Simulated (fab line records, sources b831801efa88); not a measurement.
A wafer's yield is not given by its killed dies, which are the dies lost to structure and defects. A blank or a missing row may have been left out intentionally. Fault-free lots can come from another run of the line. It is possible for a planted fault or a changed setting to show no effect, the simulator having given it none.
A struck lot beside a sound one :: flow sky130 :: 14 steps out of a route of 708
Sound: these wafers, L971.1, L971.5, L971.6. Struck: wafer L980.5 (left out: L980.2, L980.3 of the same lot, which were not struck); the cause appears at the end.
Each step with rows lists, per side, the tool, then ch with its chambers, then its first start. Under that, the readings that differ: sound wafers :: struck wafers :: difference of the means :: sigmas: that difference in standard deviations of wafers without a fault.
alike: readings whose means differ by less than 2 such deviations, and words and numbers that are the same on both sides. not compared: withheld readings, readings that some wafer has no value for, bounds like >300 that may hide the same value, and numbers for which the record gives no deviation and whose values overlap.
Wherever a step has rows on one side only, a row that says differs or no value, or a row with sigmas, the two part there. Numbers that don't overlap but have no deviation are shown without sigmas and don't part them. Lack of a reading on every wafer of one side parts them only where that side has two or more wafers.

SKY_VIA4_OVL_MEAS_11:
  sound: overlay-01 at day 43 22:59; struck: overlay-02 at day 46 06:22
  alike: VIA4_OVL
then, 1 step without rows for these wafers: SKY_VIA4_ETCH_12 (etches SiO2 in C4F8/O2/Ar, stops on TiN, target depth 580 nm).
SKY_VIA4_STRIP_13: strips in O2/N2.
  sound on plasma_asher-04 ch 0,1, day 43 23:05; struck on plasma_asher-04 ch 1, day 46 06:28
  alike: drypump_motor_current_A, n2_flow_sccm, o2_flow_sccm, oes_product_au, strip_time_to_endpoint_s
  not compared: rf_hours_counter_h
then, 3 steps without rows for these wafers: SKY_VIA4_STRIP_14 (strips in post etch residue remover, time 1200 s); SKY_VIA4_CLEAN_15 (cleans in IPA, time 180 s); SKY_VIA4_CLEAN_16 (cleans in O3/DIW).
SKY_VIA4_SPUTTER_17: material TiN, target thk 20 nm, time 80 s.
  sound: pvd_sputter-04 at day 43 23:41; struck: pvd_sputter-03 at day 46 07:07
  alike: throttle_valve_pct
SKY_VIA4_CVD_18: deposits W, target thk 505 nm, time 152.14 s.
  sound on cvd_w-02 ch 0,1, day 43 23:44; struck on cvd_w-02 ch 0, day 46 07:11
  alike: heater_power_outer_w, heater_power_w
SKY_VIA4_RS_MEAS_19: the measuring method here is four-point-probe.
  sound: film_metro-02 at day 43 23:53; struck: film_metro-03 at day 46 07:22
  alike: VIA4_W_RS
SKY_VIA4_THK_MEAS_20: measures by xrf.
  sound: film_metro-02 at day 44 00:01; struck: film_metro-03 at day 46 07:28
reading: VIA4_W_THK (nm)
sound: 507 524 519
struck: 535
difference: +18
sigmas: +2
SKY_VIA4_CMP_21: polishes, stops on SiO2, t overpolish 25 s, target thk 0 nm.
  sound on cmp-02 ch 1,2,3, day 44 00:13; struck on cmp-01 ch 1, day 46 07:32
  alike: motor_current_A, overpolish_run_s, time_to_endpoint_s
SKY_METAL5_SPUTTER_00: material Ti, target thk 15 nm, time 10 s.
  sound: pvd_sputter-03 at day 44 00:22; struck: pvd_sputter-03 at day 46 07:50
reading: throttle_valve_pct (%)
sound: 28.7 29.0 29.6
struck: 31.5
difference: +2.4
sigmas: +2
SKY_METAL5_SPUTTER_01: material TiN, target thk 20 nm, time 16.7 s.
  sound: pvd_sputter-03 at day 44 00:23; struck: pvd_sputter-03 at day 46 07:52
reading: model.TiN_of_METAL5_SPUTTER_01.thk_nm (nm)
sound: 19.65 19.65 20.03
struck: 26.62
difference: +6.84
sigmas: 
  alike: throttle_valve_pct
then, 1 step without rows for these wafers: SKY_METAL5_SPUTTER_02 (material AlCu, target thk 1150 nm, time 61.2 s).

== WHERE THEY PART ==
Earliest at SKY_VIA4_THK_MEAS_20; latest, in this record, at SKY_METAL5_SPUTTER_00. Later steps at which nothing parts them and some readings are alike: SKY_METAL5_SPUTTER_01.

WHY: the cause the simulator had injected
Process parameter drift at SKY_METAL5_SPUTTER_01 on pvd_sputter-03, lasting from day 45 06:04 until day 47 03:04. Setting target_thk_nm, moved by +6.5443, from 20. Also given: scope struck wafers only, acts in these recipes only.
